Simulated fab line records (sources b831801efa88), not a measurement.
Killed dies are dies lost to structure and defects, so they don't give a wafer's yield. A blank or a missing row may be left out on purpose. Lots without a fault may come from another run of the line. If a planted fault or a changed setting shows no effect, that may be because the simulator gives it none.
Which tool is to blame? | flow sky130 | 30 wafers from 10 lots sampled at 2 of the route's 708 steps

== WHAT EACH GAUGE READ, for each wafer ==
SKY_VIA3_RS_MEAS_22: measurement is done with a four-point probe.
lot  | measured     | on            | VIA3_W_RS (ohm/sq)
L245 | day 39 19:32 | film metro-02 | 0.292 0.291 0.288
L247 | day 40 15:18 | film metro-03 | 0.291 0.296 0.290
L246 | day 40 17:59 | film metro-02 | 0.293 0.299 0.297
L252 | day 42 03:38 | film metro-01 | 0.291 0.293 0.289
L253 | day 42 06:11 | film metro-02 | 0.297 0.293 0.287
L256 | day 43 02:25 | film metro-02 | 0.283 0.282 0.294
L257 | day 43 07:32 | film metro-03 | 0.293 0.279 0.282
L260 | day 44 00:50 | film metro-01 | 0.296 0.302 0.291
L263 | day 44 21:49 | film metro-02 | 0.290 0.286 0.273
L265 | day 45 05:02 | film metro-03 | 0.295 0.283 0.295

== WHICH TOOL RAN EACH LOT (tool, then ch and the chambers of the sampled wafers, then the start) ==
lot  | SKY_METAL3_METAL_ETCH_18
L245 | rie metal-03 ch 1, day 38 16:58
L247 | rie metal-04 ch 0,1, day 39 12:05
L246 | rie metal-03 ch 0,1, day 39 14:42
L252 | rie metal-02 ch 0,1, day 41 02:14
L253 | rie metal-04 ch 0,1, day 41 03:50
L256 | rie metal-04 ch 0,1, day 41 23:49
L257 | rie metal-02 ch 0,1, day 42 06:05
L260 | rie metal-03 ch 0,1, day 42 23:23
L263 | rie metal-02 ch 0,1, day 43 20:55
L265 | rie metal-04 ch 1, day 44 04:42
- SKY_METAL3_METAL_ETCH_18: etches the open film in Cl2/BCl3, stops on SiO2, target depth 845 nm, time 183.1 s.

== THE ANSWER, worked out from the rows above alone ==
Rule: what is usual is taken from the lots themselves. Put in order of their means at a reading, lots are off if they are a third of the lots or fewer, leave a main group of 4 or more, and stand apart from it by a gap of 3 or more times the standard deviation of the main group's means; of several such gaps the widest counts. A main group is skipped when, at the precision printed for the reading in the tables above, its means are all equal. Also off: a lot with no number at a reading for which 4 or more lots have one. Any other lot the step has rows for is counted as sound.
No lot is off at any reading shown: from this, nothing can be told.

== WHAT THE SIMULATOR HAD PUT IN ==
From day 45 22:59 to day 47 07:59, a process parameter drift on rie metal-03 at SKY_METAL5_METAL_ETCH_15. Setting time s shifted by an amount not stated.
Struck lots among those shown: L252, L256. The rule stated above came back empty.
